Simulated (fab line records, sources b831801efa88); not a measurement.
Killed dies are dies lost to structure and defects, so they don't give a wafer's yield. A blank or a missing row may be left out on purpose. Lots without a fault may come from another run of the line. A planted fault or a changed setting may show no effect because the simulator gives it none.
Split-lot experiment | flow gf180mcu | 5 lots, 23 wafers read, on a route of 602 steps

THE SPLIT
At GF_PASSIVATION_CVD_00 (deposits SiO2 from TEOS, target thk 1000 nm, time 111.95 s), the setting time_s was moved away from the recipe's 111.95 s on 11 of the 23 wafers read, by -12.2% to +13.3%. The other wafers ran this setting at the recipe's value.

FROM THE SPLIT TO THE READING: what the file shows between them, 5 steps
- GF_PASSIVATION_THK_MEAS_01
- GF_PASSIVATION_SOFTBAKE_07 (also split here: temp_c)
- GF_PASSIVATION_EXPOSE_08: exposes mask Pad, target cd 40000 nm
- GF_PASSIVATION_PEB_09
- GF_PASSIVATION_DEVELOP_10: develop time 60 s

THE READING
oes_product_au, in a.u., at GF_PASSIVATION_ETCH_11 (etches the open film in CF4/O2, stops on TiN, target depth 1800 nm, time 400 s). Fault-free wafers of this fab line usually give 0.962 a.u., standard deviation 0.0075 a.u..

wafer  | tool, chamber at the split | time_s as run, s | against the recipe | oes_product_au, a.u. | against lot-mates on the recipe
L077.2 | pecvd-04, 1                | 117              | +4.5%              | 0.955                | -0.012
L077.3 | pecvd-04, 1                | 117              | +4.5%              | 0.981                | +0.014
L077.4 | pecvd-04, 0                | 117              | +4.5%              | 0.981                | +0.014
L077.5 | pecvd-04, 0,1              | 111.95           | recipe             | 0.966                | -
L077.6 | pecvd-04, 0,1              | 111.95           | recipe             | 0.968                | -
L076.1 | pecvd-03, 2                | 111.95           | recipe             | 0.949                | -
L076.2 | pecvd-03, 1                | 111.95           | recipe             | 0.950                | -
L076.3 | pecvd-03, 0                | 126.8            | +13.3%             | 0.998                | +0.045
L076.5 | pecvd-03, 2                | 126.8            | +13.3%             | 0.997                | +0.044
L076.6 | pecvd-03, 1                | 111.95           | recipe             | 0.961                | -
L081.2 | pecvd-04, 0                | 111.95           | recipe             | 0.957                | -
L081.3 | pecvd-04, 2                | 111.95           | recipe             | 0.960                | -
L081.4 | pecvd-04, 1                | 111.95           | recipe             | 0.969                | -
L080.2 | pecvd-04, 1                | 126.6            | +13.1%             | 0.997                | +0.029
L080.3 | pecvd-04, 0                | 111.95           | recipe             | 0.964                | -
L080.4 | pecvd-04, 0                | 126.6            | +13.1%             | 1.003                | +0.035
L080.5 | pecvd-04, 2                | 111.95           | recipe             | 0.972                | -
L080.6 | pecvd-04, 1                | 126.6            | +13.1%             | 1.011                | +0.043
L083.2 | pecvd-03, 0                | 111.95           | recipe             | 0.962                | -
L083.3 | pecvd-03, 2                | 98.31            | -12.2%             | 0.918                | -0.046
L083.4 | pecvd-03, 1                | 98.31            | -12.2%             | 0.905                | -0.059
L083.5 | pecvd-03, 2                | 98.31            | -12.2%             | 0.922                | -0.042
L083.6 | pecvd-03, 0                | 111.95           | recipe             | 0.967                | -
Where a row lists several chambers, the file gives one row for several wafers and doesn't say which wafer went through which chamber.

THE FIT
A straight line over all 23 wafers: oes_product_au changes by +0.00331 a.u. for each +1% of time_s; r = +0.95; the points scatter about the line by 0.0084 a.u..
The same after taking each lot's own level away (the mean of its wafers on the recipe; 23 wafers): +0.00336 a.u. for each +1%; r = +0.96; scatter 0.008 a.u..
On that fit, the largest move of time_s shifts the reading by 0.045 a.u..
The lots' own levels span 0.9533 to 0.9680 a.u., that is 2.0 times the standard deviation above.
So the lot-to-lot level changes the slope little: the two slopes agree.
Check: with one of the wafers moved furthest among these (+13.3%) left out of the fit, the line predicts +0.0404 a.u. for it against its lot-mates. It came out at +0.0447 a.u. against them.

OTHER SPLITS ON THESE WAFERS
These wafers also went through other splits before the reading. Each is held against what the fit with the lots' levels taken away leaves over:
other split on the same wafers              | wafers away from the commonest value | r with oes_product_au (lot level and that fit taken away)
GF_V5_PEB_12 peb_time_s                     | 11                                   | -0.15
GF_TOP_METAL_SPUTTER_00 chamber_pressure_pa | 10                                   | -0.23
GF_TOP_METAL_SPUTTER_04 time_s              | 11                                   | +0.14
GF_PASSIVATION_SOFTBAKE_07 temp_c           | 8                                    | +0.15

THE WHOLE CHAIN: every reading that the file lists as answering this split, in the file's order
step                       | what it does                                                                   | reading                                                                            | change (the file's fit)                   | r (the file's)
GF_PASSIVATION_CVD_00      | deposits SiO2 from TEOS, target thk 1000 nm, time 111.95 s                     | SiO2_of_PASSIVATION_CVD_00.thk_nm (the simulator's own value, which no gauge read) | +10.3 nm for each +1% of the setting      | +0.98
GF_PASSIVATION_THK_MEAS_01 |                                                                                | PASSIVATION_CVD_00_THK                                                             | +10.3 for each +1% of the setting         | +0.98
GF_PASSIVATION_ETCH_11     | etches the open film in CF4/O2, stops on TiN, target depth 1800 nm, time 400 s | oes_product_au                                                                     | +0.00325 a.u. for each +1% of the setting | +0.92

THE FILE'S OWN FIT
oes_product_au changes by +0.00325 a.u. for each +1% of time_s, r = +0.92.
